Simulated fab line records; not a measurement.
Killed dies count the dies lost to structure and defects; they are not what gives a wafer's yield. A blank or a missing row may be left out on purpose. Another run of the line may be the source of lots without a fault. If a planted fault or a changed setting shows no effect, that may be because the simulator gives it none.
Problem report in the 8D (eight disciplines) form, filled by code    flow sky130    the parts of the form that need people (team, actions taken, sign-off) are left out

1. THE ISSUE
Wafers free of any fault read 143.2 (standard deviation 0.74) for VT_ADJUST_PCH_TW at SKY_VT_ADJUST_PCH_TW_MEAS_10, against a mean of 83.3 on 6 wafers of 2 lots. Measured from the usual mean, that is -81 standard deviations.
Earliest sighting: wafer L503.1 on film_metro-02 at day 12 13:26. The record has a number at this step for 39 wafers belonging to 13 lots. Rule for "out", or "out of limits": more than 4 standard deviations from the usual mean. The rest of the wafers with a number are treated as sound.

2. WHAT IT IS; WHAT IT IS NOT
question                     is                            is not
which readings at this step  VT_ADJUST_PCH_TW              -
which lots                   L503, L504                    L497, L498, L499, L501, L502, L512, L513, L515, L517, L519, L520
which wafers of those lots   all that have a number        -
read on which gauges         film_metro-02, film_metro-04  film_metro-03
when                         from day 12 13:26             up to then (15 sound wafers); but 18 sound wafers of L512, L513, L515, L517, L519, L520 came after

3. THE SUSPECTS, EACH WITH WHAT RULES IT OUT
Counting: any tool at a process step up to the reading is kept as a suspect provided that every lot that is out went through it and no sound lot did after the first of them.
- the gauge at SKY_VT_ADJUST_PCH_TW_MEAS_10: ruled out. 2 gauges (film_metro-02, film_metro-04) read the wafers that are out.
- implanter-03 at SKY_VT_ADJUST_PCH_IMPLANT_08: ruled out as a lasting fault. Sound lots L520 ran on it after its first lot that is out, L503 (day 12 13:11).
Left after counting: nothing in the record.

4. THE CAUSE (what the simulator had put in)
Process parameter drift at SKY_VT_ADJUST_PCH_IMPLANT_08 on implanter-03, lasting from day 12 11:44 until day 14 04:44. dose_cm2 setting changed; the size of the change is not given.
It was ruled out by counting, in error; the rule expects a fault to strike all lots run on its tool from its start on, and this fault did not.

5. THE CHAIN OF EFFECTS, in route order
One row per reading whose mean, taken over the struck wafers that have a number, lies over 3 standard deviations from the usual. Scope: only readings with a usual standard deviation given in the record; hours: median across lots of the time from each lot's start at the first step in this table that gives one to its start at this step; sigmas: change in usual standard deviations.
hours  step                          reading             usual      on struck wafers  change      sigmas
0      SKY_VT_ADJUST_PCH_IMPLANT_08  dose_ions_cm2       4.999e+11  4.938e+10         -4.505e+11  -99 or more
0      SKY_VT_ADJUST_PCH_IMPLANT_08  faraday_current_uA  2.81       0.28              -2.53       -47
0      SKY_VT_ADJUST_PCH_TW_MEAS_10  VT_ADJUST_PCH_TW    143.2      83.3              -59.9       -81
Process steps it contains:
- SKY_VT_ADJUST_PCH_IMPLANT_08

6. HOW IT WOULD HAVE BEEN CAUGHT EARLIER
Counted from the fault's start at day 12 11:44, it took 2 hours until the first out-of-limits reading at a measuring or inspecting step in this record, taken at day 12 13:26.
Tool's own readings at SKY_VT_ADJUST_PCH_IMPLANT_08, dose_ions_cm2, faraday_current_uA: out on all struck wafers the step has rows for; an alarm limit on them would have tripped on the first.
